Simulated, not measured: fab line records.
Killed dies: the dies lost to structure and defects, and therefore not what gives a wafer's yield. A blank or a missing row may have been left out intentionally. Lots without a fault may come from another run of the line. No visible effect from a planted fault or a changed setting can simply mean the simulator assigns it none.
Matching of chambers | flow gf180mcu | cmp-02 running GF_V4_CMP_26: 4 sister chambers
The step polishes, stops on SiO2, t overpolish 15 s, target thk 0 nm. 4 wafers are shown with their chamber, then 7 later ones without.

## WAFERS PAIRED WITH THEIR CHAMBERS
wafer  | chamber | motor current A (A)
L947.1 | 1       | 12.9
L948.4 | 2       | 12.4
L954.1 | 0       | 10.5
L954.4 | 3       | 10.8

## WAFERS WITHOUT THEIR CHAMBER
wafer  | motor current A (A)
L954.5 | 13.0
L958.1 | 12.9
L958.4 | 13.5
L958.6 | 10.4
L960.2 | 12.4
L960.4 | 13.0
L960.5 | 12.7

## EACH ONE'S CHAMBER
wafer  | from the rows above     | in truth
L954.5 | 1                       | 1
L958.1 | 1                       | 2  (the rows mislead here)
L958.4 | 1                       | 1
L958.6 | can't be placed: 0 or 3 | 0
L960.2 | 2                       | 2
L960.4 | 1                       | 1
L960.5 | can't be placed: 1 or 2 | 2
Placed correctly: 4 of 7. From these rows, 2 cannot be placed; in 2 the true chamber is one of the candidates. Placed wrongly: 1.
How it was worked out, from the rows above alone: a wafer's distance from a chamber is the root of the sum, over the readings, of the square of ((its reading less the chamber's mean) divided by the reading's scatter). If the next closest chamber is less than 2 further off than the closest, the wafer can't be placed; otherwise it belongs to the closest. Each chamber's mean is taken over the wafers shown for it. The scatter: root of mean squared gap, hidden wafer to nearest shown wafer, with one shown wafer a chamber.
